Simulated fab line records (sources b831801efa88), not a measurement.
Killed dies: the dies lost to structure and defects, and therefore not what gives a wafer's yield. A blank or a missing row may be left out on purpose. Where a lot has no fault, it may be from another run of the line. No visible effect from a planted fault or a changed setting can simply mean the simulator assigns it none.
A struck lot beside a sound one	flow sky130	37 steps out of a route of 708
Sound: these wafers, L195.2, L195.3, L195.5. Struck: wafers L187.2, L187.4, L187.6. At the end, the cause is stated.
Each step with rows lists, per side, the tool, then ch with its chambers, then its first start. Under that, the readings that differ: sound wafers	struck wafers	difference of the means	sigmas: that difference in standard deviations of wafers without a fault.
alike: same words and numbers on both sides, and readings whose means sit less than 2 such deviations apart. not compared: any withheld reading, any reading some wafer has no value for, any bound like >300 that may hide the same value, and any number with overlapping values for which the record gives no deviation.
The two part at a step that has a row with sigmas, a row that says differs or no value, or rows on one side only. Numbers that don't overlap but have no deviation are shown without sigmas and don't part them. Lack of a reading on every wafer of one side parts them only where that side has two or more wafers.

first, 10 steps without rows for these wafers: SKY_DNWELL_DEVELOP_06 (develop time 60 s); SKY_DNWELL_IMPLANT_07; SKY_DNWELL_STRIP_08 (strips in O2/N2); SKY_PWDE_DEHYDRATE_00 (time 60 s); SKY_PWDE_HMDS_01 (prime time 60 s); SKY_PWDE_COAT_02 (resist thk 3000 nm); SKY_PWDE_SOFTBAKE_03; SKY_PWDE_EXPOSE_04 (exposes mask PWDEM, target cd 840 nm); SKY_PWDE_PEB_05; SKY_PWDE_DEVELOP_06 (develop time 60 s).
SKY_PWDE_IMPLANT_08:
  sound on implanter-04 ch 0, day 8 09:32; struck on implanter-01 ch 0, day 6 06:31
  alike: endStationPressureTorr
then, 1 step without rows for these wafers: SKY_PWDE_STRIP_09 (strips in O2/N2).
SKY_PWDE_TW_MEAS_10:
  sound on filmMetro-01 at day 8 09:47; struck on filmMetro-01 at day 6 06:44
reading	sound	struck	difference	sigmas
PWDE_TW	378 380 381	469 467 468	+88	+20
then, 22 steps without rows for these wafers: SKY_NWELL_DEHYDRATE_03 (time 60 s); SKY_NWELL_HMDS_04 (prime time 60 s); SKY_NWELL_COAT_05 (resist thk 3000 nm); SKY_NWELL_SOFTBAKE_06; SKY_NWELL_EXPOSE_07 (exposes mask NWM, target cd 840 nm); SKY_NWELL_PEB_08; SKY_NWELL_DEVELOP_09 (develop time 60 s); SKY_NWELL_IMPLANT_11; SKY_NWELL_IMPLANT_12; SKY_NWELL_IMPLANT_13; SKY_NWELL_STRIP_14 (strips in O2/N2); SKY_NWELL_DEHYDRATE_16 (time 60 s); SKY_NWELL_HMDS_17 (prime time 60 s); SKY_NWELL_COAT_18 (resist thk 3000 nm); SKY_NWELL_SOFTBAKE_19; SKY_NWELL_EXPOSE_20 (exposes mask NWM COMPLEMENT, target cd 840 nm); SKY_NWELL_PEB_21; SKY_NWELL_DEVELOP_22 (develop time 60 s); SKY_NWELL_IMPLANT_24; SKY_NWELL_STRIP_25 (strips in O2/N2); SKY_NWELL_CLEAN_27 (cleans in SC1/SC2, time 150 s); SKY_NWELL_RTA_28 (time 30 s).
SKY_NWELL_RS_MEAS_31: a four-point-probe measurement.
  sound on filmMetro-01 at day 10 05:04; struck on filmMetro-03 at day 7 21:07
reading	sound	struck	difference	sigmas
PWDE_RS (ohm/sq)	5262 5267 5264	3125 3120 3144	-2135	-99 or more
-- the record jumps here: 41 days lie between the struck wafers' starts before and after (it left off in module NWELL and takes up again in module PAD_OPEN, whose first step shown is number 708 of the route) --
SKY_PAD_OPEN_PROBE_99:
  sound on prober-01 at day 50 04:47; struck on prober-01 at day 48 09:51
reading	sound	struck	difference	sigmas
killedAtOther	1 1 1	0 0 0	-1	-2
model.etest.res_p_drift_20v.lineOhmUm	1.13e+04 1.155e+04 1.127e+04	6191 5919 5960	-5350	
model.etest.res_p_drift_20v.rsOhmSq	9421 9738 9519	5205 4951 5065	-4486	
model.etest.resPwdeUnderGate.rsOhmSq	6189 6207 6204	3381 3341 3385	-2831	
  alike: killed_at_M0_to_M3, killed_at_M4_up, killedAtContacts, killedAtFrontEnd, killedDies, killedOnRim, killedOpen, killedShort

WHERE THEY PART
First at SKY_PWDE_TW_MEAS_10; last, within this record, at SKY_PAD_OPEN_PROBE_99.

WHY: what the simulator had put in
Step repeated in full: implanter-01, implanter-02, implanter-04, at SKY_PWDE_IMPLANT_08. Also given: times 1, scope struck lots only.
